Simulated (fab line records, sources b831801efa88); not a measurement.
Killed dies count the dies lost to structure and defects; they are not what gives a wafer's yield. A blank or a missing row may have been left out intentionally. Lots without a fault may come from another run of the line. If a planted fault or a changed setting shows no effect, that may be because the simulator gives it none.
Which tool is to blame? | flow sky130 | 14 lots, 42 wafers sampled, at 1 step of a route of 708

## WHAT EACH GAUGE READ, for each wafer
Not one reading of a measure or inspect step in the record can be checked against a usual standard deviation.

## WHICH TOOL RAN EACH LOT (tool, then ch and the chambers of the sampled wafers, then the start)
lot  | SKY_VT_ADJUST_HVTP_SOFTBAKE_03
L601 | lithoTrack-01 ch 0, day 6 00:20
L603 | lithoTrack-02 ch 0, day 6 10:34
L604 | lithoTrack-02 ch 0, day 6 18:58
L605 | lithoTrack-04 ch 0, day 6 21:36
L606 | lithoTrack-02 ch 0, day 7 03:16
L608 | lithoTrack-02 ch 0, day 7 11:55
L610 | lithoTrack-04 ch 0, day 8 05:15
L611 | lithoTrack-04 ch 0, day 8 10:22
L612 | lithoTrack-04 ch 0, day 8 14:55
L614 | lithoTrack-02 ch 0, day 9 01:19
L613 | lithoTrack-02 ch 0, day 9 02:11
L615 | lithoTrack-04 ch 0, day 9 08:10
L622 | lithoTrack-01 ch 0, day 11 14:04
L624 | lithoTrack-02 ch 0, day 12 03:01
- SKY_VT_ADJUST_HVTP_SOFTBAKE_03: time 60 s.

## AS READ BY THE TOOLS THEMSELVES (means over the sampled wafers that have a number; for cases with no such wafer, the mark the record gives instead)
SKY_VT_ADJUST_HVTP_SOFTBAKE_03.
lot  | tool          | runLengthS (s)
L601 | lithoTrack-01 | 89.7
L603 | lithoTrack-02 | 89.0
L604 | lithoTrack-02 | 89.1
L605 | lithoTrack-04 | 89.6
L606 | lithoTrack-02 | 88.9
L608 | lithoTrack-02 | 89.1
L610 | lithoTrack-04 | 89.6
L611 | lithoTrack-04 | 89.6
L612 | lithoTrack-04 | 99.7
L614 | lithoTrack-02 | 89.0
L613 | lithoTrack-02 | 89.1
L615 | lithoTrack-04 | 99.7
L622 | lithoTrack-01 | 89.5
L624 | lithoTrack-02 | 89.0

## THE ANSWER, worked out from the rows above alone
Rule: the usual values come from the lots themselves. The widest of any qualifying gaps counts: lots, ordered by their means at a reading, are off when they make up no more than a third of the lots, leave a main group of 4 or more, and stand apart from it by 3 or more times the standard deviation of that group's means. A main group whose means are all the same, to the digits that the tables above print for the reading, isn't used. A lot without any number at a reading at which 4 lots or more have one is off too. Any other lot the step has rows for is counted as sound. After the gauges, taken in route order, come the tools' own readings; for these a lot's mean is taken, as printed above. At the first step where some lot is off, the reading lying furthest off is the one used; lots without a number count as furthest.
Off: L612, L615 (SKY_VT_ADJUST_HVTP_SOFTBAKE_03, runLengthS). For the main group the mean is 89.3 s and the standard deviation 0.29.
A tool fits if, at that step or a process step before it, it ran every lot that is off, and no sound lot after the first of them. One candidate fits, namely lithoTrack-04 at SKY_VT_ADJUST_HVTP_SOFTBAKE_03. Its last sound lot is L611 (day 8 10:22), its first lot that is off L612 (day 8 14:55): a fault that began between those two fits.
The tool's own readings at SKY_VT_ADJUST_HVTP_SOFTBAKE_03 bear it out: on the lots that are off they differ by more than 5 times the standard deviation of the sound lots' means. runLengthS reads 99.7 s there against 89.3 s on the sound lots.

## WHAT THE SIMULATOR PUT IN
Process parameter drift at SKY_VT_ADJUST_HVTP_SOFTBAKE_03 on lithoTrack-04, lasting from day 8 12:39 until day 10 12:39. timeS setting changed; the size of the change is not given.
Struck lots among those shown: L612, L615. The rule above found the same.
